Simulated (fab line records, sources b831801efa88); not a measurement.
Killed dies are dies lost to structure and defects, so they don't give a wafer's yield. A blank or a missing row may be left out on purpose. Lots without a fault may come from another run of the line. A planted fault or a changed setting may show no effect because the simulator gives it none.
A struck lot beside a sound one | flow sky130 | 15 steps out of a route of 708
Sound: wafers L448.1, L448.2, L448.4. Struck: wafers L435.4, L435.5, L435.6. The cause comes at the end.
At each step with rows: each side's tool, then ch and its chambers, then its first start. Under that, the readings that differ: sound wafers | struck wafers | difference of the means | sigmas: that difference in standard deviations of wafers without a fault.
alike: readings whose means differ by less than 2 such deviations, and words and numbers that are the same on both sides. not compared: withheld readings, readings that some wafer has no value for, bounds like >300 that may hide the same value, and numbers for which the record gives no deviation and whose values overlap.
The two part at a step that has a row with sigmas, a row that says differs or no value, or rows on one side only. Numbers that don't overlap but have no deviation are shown without sigmas and don't part them. A reading that every wafer of one side lacks parts them only if that side has two wafers or more.

first, 6 steps without rows for these wafers: SKY_GATE_OXIDE_HMDS_04 (prime time 60 s); SKY_GATE_OXIDE_COAT_05 (resist thk 1140 nm); SKY_GATE_OXIDE_SOFTBAKE_06 (time 60 s); SKY_GATE_OXIDE_EXPOSE_07 (exposes mask LVOM, target cd 600 nm); SKY_GATE_OXIDE_PEB_08; SKY_GATE_OXIDE_DEVELOP_09 (develop time 60 s).
SKY_GATE_OXIDE_OVL_MEAS_10:
  sound on overlay-02, day 20 19:35; struck on overlay-02, day 16 12:35
  alike: GATE_OXIDE_OVL
then, 2 steps without rows for these wafers: SKY_GATE_OXIDE_IMPLANT_11; SKY_GATE_OXIDE_WET_ETCH_12 (etches SiO2 in dHF, target depth 16.8 nm, time 336 s).
SKY_GATE_OXIDE_STRIP_13: strips in O2/N2.
  sound on plasma_asher-03 ch 0,1, day 20 20:01; struck on plasma_asher-04 ch 0,1, day 16 12:53
  alike: drypump_motor_current_A, o2_flow_sccm, oes_product_au, strip_time_to_endpoint_s
  not compared: rf_hours_counter_h
SKY_GATE_OXIDE_TW_MEAS_14:
  sound on film_metro-04, day 20 20:07; struck on film_metro-03, day 16 12:59
  alike: GATE_OXIDE_TW
then, 1 step without rows for these wafers: SKY_GATE_OXIDE_CLEAN_15 (cleans in SC1/SC2, time 150 s).
SKY_GATE_OXIDE_OXIDATION_16: stabilise 600 s, purge 300 s, target thk 3.57 nm.
  sound on furnace-02 ch 0, day 20 20:13; struck on furnace-02 ch 0, day 16 13:04
  reading                                           | sound             | struck            | difference | sigmas
  model.SiO2_of_GATE_OXIDE_OXIDATION_01.thk_nm (nm) | 11.47 11.48 11.56 | 12.64 12.62 12.58 | +1.11      |
  alike: zone_power_bottom_pct
then, 1 step without rows for these wafers: SKY_POLY_GATE_CVD_00 (deposits poly-Si, target thk 180 nm, time 720 s).
-- the record jumps here: 31 days lie between the struck wafers' starts before and after (it left off in module POLY_GATE and takes up again in module PAD_OPEN, whose first step shown is number 708 of the route) --
SKY_PAD_OPEN_PROBE_99:
  sound on prober-01, day 50 11:13; struck on prober-02, day 47 19:03
  reading                                | sound                         | struck                        | difference | sigmas
  model.etest.nfet_16v.r_on_ohm_um       | 1.367e+04 1.396e+04 1.388e+04 | 1.534e+04 1.532e+04 1.529e+04 | +1.480e+03 |
  model.etest.pfet_16v.r_on_ohm_um       | 1.481e+04 1.536e+04 1.49e+04  | 1.61e+04 1.586e+04 1.595e+04  | +9.47e+02  |
  model.etest.pfet_g5v0d10v5.r_on_ohm_um | 4722 4746 4668                | 5254 5259 5203                | +527       |
  model.etest.pfet_01v8.r_on_ohm_um      | 2860 2948 2850                | 3294 3302 3272                | +403       |
  model.etest.tip_sonos.rs_ohm_sq        | 2667 2645 2674                | 2901 2861 2879                | +218       |
  model.etest.nfet_g5v0d10v5.r_on_ohm_um | 1859 1863 1856                | 2094 2080 2048                | +215       |
  model.etest.nfet_01v8.r_on_ohm_um      | 841.3 871.5 826.2             | 984 991 951.1                 | +129       |
  model.etest.nfet_01v8_lvt.drive_ua_um  | 567.2 548.7 573.7             | 491.9 489.1 499.9             | -69.6      |
  alike: killed_at_M0_to_M3, killed_at_M4_up, killed_at_contacts, killed_at_front_end, killed_at_other, killed_dies, killed_open, killed_short

WHERE THEY PART
Nowhere in this record.

WHY: what the simulator had put in
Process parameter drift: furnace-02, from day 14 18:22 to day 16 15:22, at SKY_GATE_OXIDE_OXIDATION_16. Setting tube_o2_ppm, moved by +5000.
